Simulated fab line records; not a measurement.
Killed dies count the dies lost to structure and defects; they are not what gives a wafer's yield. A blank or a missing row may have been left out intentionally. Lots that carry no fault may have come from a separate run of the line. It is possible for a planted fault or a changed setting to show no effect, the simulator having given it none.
What tool caused it? + flow gf180mcu + 6 lots, 18 wafers sampled, at 3 steps of a route of 602

## WHAT THE GAUGES SHOWED, per wafer
GF_MVPSD_TW_MEAS_11.
| lot  | measured     | on            | MVPSD_TW    |
|------|--------------|---------------|-------------|
| L124 | day 5 09:52  | film_metro-02 | 549 549 551 |
| L130 | day 6 17:24  | film_metro-03 | 581 582 583 |
| L135 | day 7 22:12  | film_metro-01 | 556 554 555 |
| L138 | day 8 23:51  | film_metro-03 | 544 542 545 |
| L141 | day 9 16:26  | film_metro-02 | 552 555 550 |
| L146 | day 10 23:47 | film_metro-03 | 546 551 547 |

## TOOL THAT RAN EACH LOT (tool first, then ch and the chambers of the sampled wafers, then the start)
| lot  | GF_MVPSD_IMPLANT_08             | GF_MVPSD_STRIP_10                    |
|------|---------------------------------|--------------------------------------|
| L124 | implanter-01 ch 0, day 5 09:28  | plasma_asher-01 ch 0,1, day 5 09:46  |
| L130 | implanter-01 ch 0, day 6 17:00  | plasma_asher-01 ch 0,1, day 6 17:18  |
| L135 | implanter-04 ch 0, day 7 21:48  | plasma_asher-03 ch 0,1, day 7 22:06  |
| L138 | implanter-02 ch 0, day 8 23:27  | plasma_asher-02 ch 0,1, day 8 23:45  |
| L141 | implanter-02 ch 0, day 9 16:05  | plasma_asher-03 ch 0,1, day 9 16:20  |
| L146 | implanter-04 ch 0, day 10 23:24 | plasma_asher-01 ch 0,1, day 10 23:40 |
- GF_MVPSD_IMPLANT_08
- GF_MVPSD_STRIP_10: strips in O2/N2.

## THE ANSWER, worked out from the rows above alone
Rule: the lots themselves supply what counts as usual. The widest of any qualifying gaps counts: lots, ordered by their means at a reading, are off when they make up no more than a third of the lots, leave a main group of 4 or more, and stand apart from it by 3 or more times the standard deviation of that group's means. A main group whose means are all the same, to the digits that the tables above print for the reading, isn't used. A lot without any number at a reading at which 4 lots or more have one is off too. Where the step has rows for the other lots, those lots are counted as sound.
Off: at GF_MVPSD_TW_MEAS_11 (MVPSD_TW), L130. For the main group the mean is 550 and the standard deviation 3.9.
A tool fits if, at a process step before that reading, it ran every lot that is off, and no sound lot after the first of them. Gauges at GF_MVPSD_TW_MEAS_11: tried the same way as those tools. One fits: GF_MVPSD_IMPLANT_08 on implanter-01. Its last sound lot is L124 (day 5 09:28), its first lot that is off L130 (day 6 17:00): a fault that began between those two fits.

## WHAT THE SIMULATOR PUT IN
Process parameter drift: implanter-01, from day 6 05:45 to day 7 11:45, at GF_MVPSD_IMPLANT_08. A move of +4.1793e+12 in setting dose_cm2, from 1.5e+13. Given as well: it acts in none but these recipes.
Lots struck among those shown: L130. The rule above reached the same finding.
